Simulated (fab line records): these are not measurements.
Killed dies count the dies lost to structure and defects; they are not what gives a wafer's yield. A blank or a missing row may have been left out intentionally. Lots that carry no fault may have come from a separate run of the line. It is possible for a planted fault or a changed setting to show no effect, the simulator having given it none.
Matching of chambers ; flow sky130 ; 4 sister chambers for SKY_METAL4_ETCH_17 on rie-diel-04
The step etches SiO2 in C4F8/O2/Ar, stops on TiN, time 3.9 s, target depth 15 nm. 16 wafers are shown with their chamber, then 8 later ones without.

## WAFERS PAIRED WITH THEIR CHAMBERS
wafer;chamber;oes-product-au (a.u.)
L076.1;2;0.754
L076.3;3;0.782
L076.5;1;0.762
L077.3;1;0.757
L077.5;3;0.757
L077.6;1;0.762
L085.1;2;0.749
L085.5;1;0.770
L085.6;0;0.767
L087.2;0;0.762
L087.3;1;0.761
L087.5;1;0.763
L092.1;2;0.759
L092.5;2;0.759
L092.6;3;0.751
L093.1;3;0.765

SIGNATURES (averages over the wafers above)
reading;chamber 0;chamber 1;chamber 2;chamber 3;scatter within a chamber
oes-product-au;0.76450;0.76250;0.75525;0.76375;0.00771
Rule: a wafer's distance from a chamber is the root of the sum, over the readings, of the square of ((its reading less the chamber's mean) divided by the reading's scatter). The wafer belongs to the nearest chamber; if the next one is less than 2 further off, it can't be placed. The scatter is the square root of a quotient: the sum, over the shown wafers, of each reading's squared deviation from its chamber's mean, divided by wafers minus chambers.

## WAFERS WITHOUT THEIR CHAMBER
wafer;oes-product-au (a.u.)
L093.2;0.750
L093.5;0.761
L096.2;0.758
L096.3;0.745
L096.5;0.762
L097.1;0.755
L097.5;0.756
L097.6;0.772

## EACH ONE'S CHAMBER
wafer;from the rows above;in truth
L093.2;can't be placed: 2 or 1 or 3 or 0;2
L093.5;can't be placed: 1 or 3 or 0 or 2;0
L096.2;can't be placed: 2 or 1 or 3 or 0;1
L096.3;can't be placed: 2 or 1 or 3 or 0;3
L096.5;can't be placed: 1 or 3 or 0 or 2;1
L097.1;can't be placed: 2 or 1 or 3 or 0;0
L097.5;can't be placed: 2 or 1 or 3 or 0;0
L097.6;can't be placed: 0 or 3 or 1 or 2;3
Correct placement for 0 of the 8. Cannot be placed on the basis of these rows: 8; the candidates contain the true chamber in 8. Wrongly placed: 0.
